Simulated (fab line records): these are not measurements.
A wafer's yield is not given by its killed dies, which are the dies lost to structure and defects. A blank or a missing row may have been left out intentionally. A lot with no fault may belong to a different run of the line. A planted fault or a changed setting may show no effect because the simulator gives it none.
Matching of chambers + flow gf180mcu + GF_CONTACT_CMP_04 on cmp-01 has 4 sister chambers
The step polishes SiO2. 18 wafers are shown with their chamber, then 9 later ones without.

== WAFERS, EACH WITH ITS CHAMBER ==
| wafer  | chamber | motor_current_A (A) | time_to_endpoint_s (s) |
|--------|---------|---------------------|------------------------|
| L109.2 | 0       | 11.6                | 106                    |
| L109.3 | 2       | 14.1                | 98                     |
| L109.6 | 0       | 11.9                | 108                    |
| L110.1 | 0       | 11.4                | 110                    |
| L110.5 | 0       | 11.2                | 125                    |
| L110.6 | 3       | 13.7                | 107                    |
| L115.2 | 1       | 12.4                | 105                    |
| L115.4 | 2       | 13.5                | 102                    |
| L115.5 | 1       | 12.2                | 118                    |
| L116.2 | 0       | 11.7                | 106                    |
| L116.3 | 1       | 12.4                | 105                    |
| L116.4 | 2       | 13.3                | 108                    |
| L120.1 | 3       | 13.6                | 96                     |
| L120.2 | 0       | 11.7                | 107                    |
| L120.6 | 1       | 12.0                | 111                    |
| L124.3 | 3       | 13.1                | 100                    |
| L124.4 | 0       | 11.5                | 110                    |
| L124.6 | 2       | 14.2                | 108                    |

SIGNATURES (means of the wafers above)
| reading            | chamber 0 | chamber 1 | chamber 2 | chamber 3 | scatter within a chamber |
|--------------------|-----------|-----------|-----------|-----------|--------------------------|
| motor_current_A    | 11.571    | 12.250    | 13.775    | 13.467    | 0.295                    |
| time_to_endpoint_s | 110.29    | 109.75    | 104.00    | 101.00    | 6.08                     |
Rule: a wafer lies at a distance from a chamber equal to the root of the sum of squares, over the readings, of (its reading less the chamber's mean, divided by the reading's scatter). If the next closest chamber is less than 2 further off than the closest, the wafer can't be placed; otherwise it belongs to the closest. How the scatter is found: for the shown wafers, subtract from each reading the mean of its chamber, square and add these, divide the total by (wafers less chambers), then take the root.

== WAFERS MISSING THEIR CHAMBER ==
| wafer  | motor_current_A (A) | time_to_endpoint_s (s) |
|--------|---------------------|------------------------|
| L125.2 | 11.8                | 106                    |
| L125.3 | 12.1                | 100                    |
| L125.4 | 13.1                | 100                    |
| L126.1 | 13.8                | 102                    |
| L126.4 | 11.2                | 113                    |
| L126.6 | 13.1                | 115                    |
| L131.3 | 13.2                | 96                     |
| L131.4 | 11.9                | 108                    |
| L131.5 | 12.0                | 108                    |

== EACH ONE'S CHAMBER ==
| wafer  | from the rows above          | in truth |
|--------|------------------------------|----------|
| L125.2 | can't be placed: 0 or 1      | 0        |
| L125.3 | can't be placed: 1 or 0      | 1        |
| L125.4 | can't be placed: 3 or 2      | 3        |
| L126.1 | can't be placed: 2 or 3      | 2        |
| L126.4 | 0                            | 0        |
| L126.6 | can't be placed: 3 or 2 or 1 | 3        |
| L131.3 | can't be placed: 3 or 2      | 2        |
| L131.4 | can't be placed: 0 or 1      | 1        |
| L131.5 | can't be placed: 1 or 0      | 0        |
Correct placement for 1 of the 9. Cannot be placed on the basis of these rows: 8; the candidates contain the true chamber in 8. Number placed wrongly: 0.
